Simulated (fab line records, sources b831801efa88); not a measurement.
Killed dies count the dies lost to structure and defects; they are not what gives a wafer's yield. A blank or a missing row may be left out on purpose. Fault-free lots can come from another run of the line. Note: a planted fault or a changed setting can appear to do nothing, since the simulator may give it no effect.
2 desks, one fault	flow sfq-line	every desk sees just its own numbers, and what lay behind them comes last

## THE METROLOGY DESK
Lot by lot, what the gauges showed, no matter which tool ran the lot: averages of those sampled wafers that carry a number. If a lot's mean is further than 4 standard deviations from the usual mean, the lot is out of limits and carries the mark OUT (the distance appears in the brackets).
Columns: A = M6_NB_RS at SFQ_M6_RS_MEAS_938, usual 0.887 ohm/sq; B = M6_OVL at SFQ_M6_OVL_MEAS_940, usual 2 nm
lot	first seen here	A	B
L269	day 77 09:47	0.894	1
L272	day 78 01:24	0.876	6
L274	day 78 20:32	0.881	4
L283	day 81 22:58	0.891	3
L286	day 84 17:50	0.886	11
L287	day 86 02:13	0.878	-5
Finding of this desk: none of the 6 lots has anything out of limits.

## TOOL OWNER'S DESK, rie-metal-01
The tool's own readings at SFQ_TRILAYER_M6_ETCH_METAL_ETCH_162 (etches Nb in Cl2/Ar, stops on SiO2, target depth 240 nm, time 120 s): means of the sampled wafers that have a number, for each lot that ran on this tool. If a lot's mean is further than 4 standard deviations from the usual mean, the lot is out of limits and carries the mark OUT (the distance appears in the brackets).
Columns: A = drypump-motor-current-A at SFQ_TRILAYER_M6_ETCH_METAL_ETCH_162, usual 5.7 A; B = oes-product-au at SFQ_TRILAYER_M6_ETCH_METAL_ETCH_162, usual 0.895 a.u.
lot	first seen here	A	B
L272	day 78 05:15	5.6	0.901
L274	day 79 00:25	5.5	0.899
L286	day 84 20:31	5.7	0.894
L287	day 86 06:24	5.7	0.903
Finding of this desk: none of the 4 lots has anything out of limits.

## PUT TOGETHER
From the metrology desk's view, nothing was out of limits.
Nothing out of limits was seen by the tool owner's desk.

## WHAT THE SIMULATOR PUT IN
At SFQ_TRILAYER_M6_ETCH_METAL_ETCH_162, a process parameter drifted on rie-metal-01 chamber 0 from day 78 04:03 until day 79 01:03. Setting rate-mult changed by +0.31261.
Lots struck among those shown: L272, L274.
